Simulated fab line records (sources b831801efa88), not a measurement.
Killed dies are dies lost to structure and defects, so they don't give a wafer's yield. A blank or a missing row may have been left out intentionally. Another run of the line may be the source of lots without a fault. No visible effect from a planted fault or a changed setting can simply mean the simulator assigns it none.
The tool behind it: which one? ; flow sky130 ; Sampling: 6 lots, 18 wafers, 3 of 708 route steps

WHAT EACH GAUGE READ, for each wafer
SKY_LOCAL_INTERCONNECT_CD_MEAS_11: target cd 170 nm.
lot;measured;on;cdNm (nm)
L754;day 30 23:17;cdSem-01;169.4 167.9 168.8
L759;day 32 14:58;cdSem-01;169.9 170.7 169.0
L762;day 33 04:14;cdSem-01;168.6 170.5 169.6
L769;day 35 11:25;cdSem-01;169.7 170.5 171.4
L772;day 36 20:20;cdSem-02;149.7 150.3 150.8
L775;day 37 09:15;cdSem-02;158.9 157.8 157.2

WHAT TOOL EACH LOT RAN ON (gives the tool, then ch and the chambers of the sampled wafers, and finally the start)
lot;SKY_LOCAL_INTERCONNECT_SPUTTER_00;SKY_LOCAL_INTERCONNECT_EXPOSE_08
L754;pvdSputter-01, day 29 19:11;krfScanner-02 ch 0, day 30 09:28
L759;pvdSputter-04, day 31 11:38;krfScanner-02 ch 0, day 32 01:44
L762;pvdSputter-03, day 32 00:37;krfScanner-01 ch 0, day 32 14:43
L769;pvdSputter-04, day 34 09:26;krfScanner-02 ch 0, day 34 22:25
L772;pvdSputter-03, day 35 18:11;krfScanner-01 ch 0, day 36 07:12
L775;pvdSputter-01, day 36 07:13;krfScanner-01 ch 0, day 36 20:54
- SKY_LOCAL_INTERCONNECT_SPUTTER_00: material TiN, target thk 100 nm, time 83.3 s.
- SKY_LOCAL_INTERCONNECT_EXPOSE_08: exposes mask LI1M, target cd 170 nm.

THE ANSWER, worked out from the rows above alone
Rule: usual is defined by the lots themselves. The widest of any qualifying gaps counts: lots, ordered by their means at a reading, are off when they make up no more than a third of the lots, leave a main group of 4 or more, and stand apart from it by 3 or more times the standard deviation of that group's means. The tables above print the reading to a certain number of digits; a main group whose means all agree to those digits is not used. Also off: a lot with no number at a reading for which 4 or more lots have one. The other lots that the step has rows for count as sound.
Off: L772, L775 (SKY_LOCAL_INTERCONNECT_CD_MEAS_11, cdNm). For the main group the mean is 169.7 nm and the standard deviation 0.66.
If a tool, at a process step before that reading, ran all the lots that are off and no sound lot after the first of them, it fits. Gauges at SKY_LOCAL_INTERCONNECT_CD_MEAS_11: tried the same way as those tools. 2 tools fit, krfScanner-01 at SKY_LOCAL_INTERCONNECT_EXPOSE_08 and cdSem-02 at SKY_LOCAL_INTERCONNECT_CD_MEAS_11, so this cannot tell which one it is.

WHAT THE SIMULATOR PUT IN
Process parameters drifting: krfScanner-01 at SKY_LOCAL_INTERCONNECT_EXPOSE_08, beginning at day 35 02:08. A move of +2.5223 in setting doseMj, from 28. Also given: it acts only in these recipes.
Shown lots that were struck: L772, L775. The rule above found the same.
